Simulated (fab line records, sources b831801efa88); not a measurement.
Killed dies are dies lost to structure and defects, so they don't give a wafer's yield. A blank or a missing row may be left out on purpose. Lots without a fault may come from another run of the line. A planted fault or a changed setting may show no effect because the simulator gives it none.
Which tool did it? | flow sky130 | 11 lots, 33 wafers sampled, at 6 steps of a route of 708

WHAT THE GAUGES READ, wafer by wafer
SKY_SONOS_ONO_OVL_MEAS_14. Usual: SONOS_ONO_OVL 0.3 nm, standard deviation 1.3.
lot  | measured     | on         | SONOS_ONO_OVL (nm) | flag
L204 | day 12 22:16 | overlay-02 | -2.3 -3.9 1.4      |
L205 | day 13 04:25 | overlay-01 | 0.6 0.2 1.2        |
L207 | day 14 05:28 | overlay-02 | 2.2 0.1 -1.5       |
L209 | day 14 16:52 | overlay-02 | 0.7 0.0 2.4        |
L212 | day 15 14:22 | overlay-01 | 1.9 -0.6 -0.3      |
L215 | day 16 10:40 | overlay-02 | 0.4 1.3 1.3        |
L219 | day 18 05:01 | overlay-02 | -0.4 1.1 1.9       |
L222 | day 19 01:59 | overlay-02 | 2.2 2.5 1.0        |
L223 | day 19 10:26 | overlay-02 | -0.3 0.7 -0.4      |
L224 | day 19 18:13 | overlay-02 | -0.9 -0.8 1.7      |
L225 | day 20 03:16 | overlay-02 | -0.3 -1.2 0.5      |

SKY_POLY_GATE_THK_MEAS_04. Usual: POLY_GATE_CVD_03_THK 75.2 nm, standard deviation 0.73.
lot  | measured     | on            | POLY_GATE_CVD_03_THK (nm) | flag
L204 | day 15 17:43 | film_metro-02 | 74.5 74.5 74.1            |
L205 | day 15 17:44 | film_metro-03 | 74.3 74.2 74.4            |
L207 | day 16 21:17 | film_metro-02 | 75.0 75.7 75.5            |
L209 | day 17 12:53 | film_metro-02 | 74.6 75.2 74.6            |
L212 | day 18 09:44 | film_metro-01 | 74.9 74.7 75.3            |
L215 | day 19 07:11 | film_metro-02 | 73.9 73.9 73.8            |
L219 | day 21 02:44 | film_metro-03 | 75.9 76.5 75.3            |
L222 | day 21 23:29 | film_metro-02 | 75.6 75.7 75.4            |
L223 | day 22 07:02 | film_metro-03 | 74.6 74.6 74.8            |
L224 | day 22 17:55 | film_metro-03 | 75.3 75.1 75.2            |
L225 | day 23 04:13 | film_metro-01 | 74.6 75.3 75.7            |

SKY_LDD_N_TW_MEAS_17. Usual: LDD_N_TW 2582, standard deviation 22.
lot  | measured     | on            | LDD_N_TW       | flag
L204 | day 18 07:32 | film_metro-01 | 2553 2546 2556 |
L205 | day 18 07:51 | film_metro-01 | 2557 2550 2564 |
L207 | day 19 13:11 | film_metro-01 | 2555 2558 2557 |
L209 | day 20 05:04 | film_metro-01 | 2551 2570 2565 |
L212 | day 21 04:20 | film_metro-01 | 2543 2552 2561 |
L215 | day 22 00:13 | film_metro-04 | 2613 2608 2598 |
L219 | day 23 19:56 | film_metro-03 | 2586 2600 2600 |
L222 | day 24 15:26 | film_metro-03 | 2456 2448 2464 | OFF
L223 | day 24 22:04 | film_metro-03 | 2468 2457 2471 | OFF
L224 | day 25 08:22 | film_metro-04 | 2595 2607 2606 |
L225 | day 25 18:22 | film_metro-04 | 2612 2622 2604 |

SKY_LDD_P_CD_MEAS_07: target cd 380 nm. Usual: cd_nm 380.2 nm, standard deviation 2.8.
lot  | measured     | on        | cd_nm (nm)        | flag
L204 | day 19 13:13 | cd_sem-01 | 382.3 382.6 380.5 |
L205 | day 19 13:32 | cd_sem-02 | 376.5 376.4 376.2 |
L207 | day 20 18:52 | cd_sem-01 | 379.7 381.2 382.3 |
L209 | day 21 11:31 | cd_sem-02 | 380.0 378.2 378.0 |
L212 | day 22 11:25 | cd_sem-02 | 377.1 375.5 374.2 |
L215 | day 23 06:58 | cd_sem-02 | 378.0 380.4 377.3 |
L219 | day 25 01:03 | cd_sem-02 | 384.5 383.7 385.3 |
L222 | day 25 20:40 | cd_sem-01 | 381.1 380.7 380.9 |
L223 | day 26 03:32 | cd_sem-01 | 377.1 379.4 375.5 |
L224 | day 26 13:58 | cd_sem-02 | 382.7 379.3 378.3 |
L225 | day 26 22:27 | cd_sem-01 | 380.4 378.1 380.3 |

WHICH TOOL RAN EACH LOT (tool, then ch and the chambers of the sampled wafers, then the start)
lot  | SKY_LDD_N_IMPLANT_09            | SKY_LDD_N_STRIP_16
L204 | implanter-01 ch 0, day 18 06:23 | plasma_asher-01 ch 0,1, day 18 07:26
L205 | implanter-04 ch 0, day 18 06:43 | plasma_asher-01 ch 0,1, day 18 07:44
L207 | implanter-03 ch 0, day 19 12:05 | plasma_asher-02 ch 0,1, day 19 13:06
L209 | implanter-04 ch 0, day 20 03:56 | plasma_asher-04 ch 0,1, day 20 04:58
L212 | implanter-04 ch 0, day 21 03:13 | plasma_asher-01 ch 0,1, day 21 04:15
L215 | implanter-04 ch 0, day 21 23:05 | plasma_asher-04 ch 0,1, day 22 00:07
L219 | implanter-04 ch 0, day 23 18:47 | plasma_asher-04 ch 1, day 23 19:50
L222 | implanter-04 ch 0, day 24 14:19 | plasma_asher-01 ch 0,1, day 24 15:20
L223 | implanter-04 ch 0, day 24 20:58 | plasma_asher-01 ch 0,1, day 24 21:58
L224 | implanter-03 ch 0, day 25 07:13 | plasma_asher-01 ch 0,1, day 25 08:16
L225 | implanter-03 ch 0, day 25 17:13 | plasma_asher-01 ch 0,1, day 25 18:16
- SKY_LDD_N_IMPLANT_09
- SKY_LDD_N_STRIP_16: strips in O2/N2.

WHAT THE TOOLS THEMSELVES READ (means of the sampled wafers that have a number; where no wafer has one, the mark that the record gives instead)
SKY_LDD_N_IMPLANT_09. Usual: dose_ions_cm2 7.499e+13, standard deviation 7e+10; end_station_pressure_torr 5.31e-06 Torr, standard deviation 2.9e-07; faraday_current_uA 422, standard deviation 9.1.
lot  | tool         | dose_ions_cm2 | end_station_pressure_torr (Torr) | faraday_current_uA | flag
L204 | implanter-01 | 7.499e+13     | 5.27e-06                         | 423                |
L205 | implanter-04 | 7.500e+13     | 5.30e-06                         | 423                |
L207 | implanter-03 | 7.503e+13     | 5.41e-06                         | 426                |
L209 | implanter-04 | 7.494e+13     | 5.43e-06                         | 419                |
L212 | implanter-04 | 7.498e+13     | 5.44e-06                         | 421                |
L215 | implanter-04 | 7.496e+13     | 5.25e-06                         | 435                |
L219 | implanter-04 | 7.488e+13     | 5.38e-06                         | 418                |
L222 | implanter-04 | 7.477e+12     | 4.86e-06                         | 42                 | OFF
L223 | implanter-04 | 7.443e+12     | 4.81e-06                         | 42                 | OFF
L224 | implanter-03 | 7.502e+13     | 5.41e-06                         | 415                |
L225 | implanter-03 | 7.504e+13     | 5.23e-06                         | 430                |

SKY_LDD_N_STRIP_16. Usual: drypump_motor_current_A 5.8 A, standard deviation 0.44; o2_flow_sccm 2999 sccm, standard deviation 8.5; oes_product_au 0.406 a.u., standard deviation 0.0051; strip_time_to_endpoint_s 4.315 s, standard deviation 0.013.
lot  | tool            | drypump_motor_current_A (A) | o2_flow_sccm (sccm) | oes_product_au (a.u.) | strip_time_to_endpoint_s (s) | flag
L204 | plasma_asher-01 | 5.5                         | 3006                | 0.411                 | 4.294                        |
L205 | plasma_asher-01 | 5.7                         | 3003                | 0.401                 | 4.323                        |
L207 | plasma_asher-02 | 6.0                         | 2993                | 0.411                 | 4.311                        |
L209 | plasma_asher-04 | 6.0                         | 2998                | 0.409                 | 4.314                        |
L212 | plasma_asher-01 | 5.4                         | 2998                | 0.408                 | 4.306                        |
L215 | plasma_asher-04 | 6.0                         | 3002                | 0.410                 | 4.324                        |
L219 | plasma_asher-04 | 6.3                         | 2994                | 0.405                 | 4.321                        |
L222 | plasma_asher-01 | 5.4                         | 2987                | 0.402                 | 4.153                        | OFF
L223 | plasma_asher-01 | 5.4                         | 3007                | 0.407                 | 4.160                        | OFF
L224 | plasma_asher-01 | 5.7                         | 3000                | 0.403                 | 4.326                        |
L225 | plasma_asher-01 | 5.8                         | 2998                | 0.402                 | 4.320                        |

THE ANSWER, worked out from the rows above alone
Rule: a lot is off if the mean of its wafers that have a number lies more than 3 standard deviations from the usual mean. A lot without any number at a reading at which 4 lots or more have one is off too. The other lots that the step has rows for count as sound. The gauges are gone through in route order, then the tools' own readings, and for those a lot's mean is taken as printed above. The first step at which some lot is off is used, and at that step the reading that is off furthest; a lot without a number counts as furthest.
Off: L222, L223, at SKY_LDD_N_TW_MEAS_17 (LDD_N_TW).
A tool fits if, at a process step before that reading, it ran every lot that is off, and no sound lot after the first of them. The gauges at SKY_LDD_N_TW_MEAS_17 aren't tried: what is off there is off at SKY_LDD_N_IMPLANT_09 too, on other tools, and a gauge's error can't cause that. One fits: implanter-04 at SKY_LDD_N_IMPLANT_09. Its last sound lot is L219 (day 23 18:47), its first lot that is off L222 (day 24 14:19): a fault that began between those two fits.
The tool's own readings at SKY_LDD_N_IMPLANT_09 bear it out: on the lots that are off they differ by more than 5 times the standard deviation of the sound lots' means. dose_ions_cm2 reads 7.460e+12 there against 7.498e+13 on the sound lots; end_station_pressure_torr reads 4.84e-06 Torr there against 5.35e-06 Torr on the sound lots; faraday_current_uA reads 42 there against 423 on the sound lots.

WHAT THE SIMULATOR HAD PUT IN
Process parameter drift: implanter-04, from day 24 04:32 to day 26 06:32, at SKY_LDD_N_IMPLANT_09. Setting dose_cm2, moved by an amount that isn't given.
Lots struck among those shown: L222, L223. The rule above found the same.
